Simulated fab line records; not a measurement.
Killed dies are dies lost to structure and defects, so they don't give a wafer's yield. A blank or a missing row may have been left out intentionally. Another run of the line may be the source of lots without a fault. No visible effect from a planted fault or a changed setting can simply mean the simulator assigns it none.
A struck lot beside a sound one || flow sky130 || 35 steps out of a route of 708
Sound: these wafers, L490.2, L490.4, L490.6. The struck wafers were L484.3, L484.4, L484.5. At the end, the cause is stated.
At each step with rows: each side's tool, then ch and its chambers, then its first start. Under that, the readings that differ: sound wafers || struck wafers || difference of the means || sigmas: that difference in standard deviations of wafers without a fault.
alike: readings with means less than 2 such deviations apart, plus words and numbers identical on both sides. not compared: withheld readings, readings lacking a value on some wafer, bounds such as >300 that could conceal the same value, and numbers that have no deviation in the record and whose values overlap.
A row with sigmas, a row that says differs or no value, or rows on one side alone: a step with any of these is where the two part. Non-overlapping numbers with no deviation appear without sigmas and do not part them. A reading that every wafer of one side lacks parts them only if that side has two wafers or more.

first, 10 steps without rows for these wafers: SKY_VIA2_SOFTBAKE_08 (time 90 s); SKY_VIA2_EXPOSE_09 (exposes mask VIM2, target cd 200 nm); SKY_VIA2_PEB_10; SKY_VIA2_DEVELOP_11 (develop time 60 s); SKY_VIA2_ETCH_14 (etches BARC in N2/H2, stops on SiO2, time 45.9 s, target depth 60 nm); SKY_VIA2_ETCH_15 (etches SiO2 in C4F8/O2/Ar, stops on TiN, target depth 546 nm, time 84 s); SKY_VIA2_STRIP_16 (strips in O2/N2); SKY_VIA2_STRIP_17 (strips in post etch residue remover, time 1200 s); SKY_VIA2_CLEAN_18 (cleans in IPA, time 180 s); SKY_VIA2_CLEAN_19 (cleans in O3/DIW).
SKY_VIA2_SPUTTER_20: material TiN, target thk 20 nm, time 80 s.
  sound on pvd sputter-03, day 43 08:00; struck on pvd sputter-02, day 41 00:21
  alike: throttle valve pct
then, 23 steps without rows for these wafers: SKY_VIA2_CVD_21 (deposits W, target thk 420 nm, time 126.4 s); SKY_VIA2_CMP_24 (polishes, stops on SiO2, t overpolish 20 s, target thk 0 nm); SKY_METAL3_SPUTTER_00 (material Ti, target thk 15 nm, time 10 s); SKY_METAL3_SPUTTER_01 (material TiN, target thk 20 nm, time 16.7 s); SKY_METAL3_SPUTTER_02 (material AlCu, target thk 735 nm, time 39.1 s); SKY_METAL3_SPUTTER_03 (material Ti, target thk 5 nm, time 3.3 s); SKY_METAL3_SPUTTER_04 (material TiN, target thk 70 nm, time 58.3 s); SKY_CAPM_CVD_00 (deposits SiO2, target thk 15.5 nm); SKY_CAPM_SPUTTER_02 (material TiN, target thk 200 nm, time 166.7 s); SKY_CAPM_DEHYDRATE_05 (time 60 s); SKY_CAPM_HMDS_06 (prime time 60 s); SKY_CAPM_COAT_07 (resist thk 1140 nm); SKY_CAPM_SOFTBAKE_08 (time 60 s); SKY_CAPM_EXPOSE_09 (exposes mask CAPM, target cd 1000 nm); SKY_CAPM_PEB_10; SKY_CAPM_DEVELOP_11 (develop time 60 s); SKY_CAPM_METAL_ETCH_13 (etches TiN in Cl2/BCl3, stops on SiO2, target depth 220 nm, time 62.9 s); SKY_CAPM_STRIP_14 (strips in O2/N2); SKY_CAPM_STRIP_15 (strips in post etch residue remover, time 1200 s); SKY_CAPM_CLEAN_16 (cleans in IPA, time 180 s); SKY_CAPM_CLEAN_17 (cleans in O3/DIW); SKY_METAL3_DEHYDRATE_05 (time 60 s); SKY_METAL3_HMDS_06 (prime time 60 s).
-- the record jumps here: 8 days lie between the struck wafers' starts before and after (it left off in module METAL3 and takes up again in module PAD_OPEN, whose first step shown is number 708 of the route) --
SKY_PAD_OPEN_PROBE_99:
  sound on prober-02, day 51 00:13; struck on prober-02, day 49 11:11
{"reading": "defect limited yield (%)", "sound": "85.4 80.7 83.7", "struck": "72.0 74.0 73.8", "difference": -10.0, "sigmas": -6}
{"reading": "killed_at_M0_to_M3", "sound": "35 55 43", "struck": "96 77 89", "difference": "+43", "sigmas": "+7"}
{"reading": "killed dies", "sound": "72 95 80", "struck": "138 128 129", "difference": "+49", "sigmas": "+6"}
{"reading": "sort_bin_3_pad_short (%)", "sound": "1.0 0.8 0.6", "struck": "2.0 2.0 2.8", "difference": "+1.5", "sigmas": "+4"}
{"reading": "sort_bin_5_function (%)", "sound": "7.1 12.4 9.8", "struck": "17.7 17.1 16.5", "difference": "+7.3", "sigmas": "+5"}
{"reading": "sort n pass", "sound": "420 397 412", "struck": "354 364 363", "difference": -49, "sigmas": -6}
{"reading": "sort yield pct (%)", "sound": "85.4 80.7 83.7", "struck": "72.0 74.0 73.8", "difference": -10.0, "sigmas": -6}
{"reading": "model.etest.tester.sort n pass", "sound": "420 397 412", "struck": "354 364 363", "difference": -49, "sigmas": ""}
{"reading": "model.etest.tester.sort yield pct (%)", "sound": "85.37 80.69 83.74", "struck": "71.95 73.98 73.78", "difference": -10.03, "sigmas": ""}
{"reading": "model.etest.tester.sort_bin_5_pct (%)", "sound": "7.114 12.4 9.756", "struck": "17.68 17.07 16.46", "difference": "+7.31", "sigmas": ""}
{"reading": "model.etest.tester.sort_bin_3_pct (%)", "sound": "1.016 0.813 0.6098", "struck": "2.033 2.033 2.846", "difference": "+1.491", "sigmas": ""}
  alike: killed_at_M4_up, killed at contacts, killed at front end, killed at other, killed open, killed short, sort_bin_6_memory

WHERE THEY PART
Only at SKY_PAD_OPEN_PROBE_99, as far as this record shows.

WHY: what the simulator had put in
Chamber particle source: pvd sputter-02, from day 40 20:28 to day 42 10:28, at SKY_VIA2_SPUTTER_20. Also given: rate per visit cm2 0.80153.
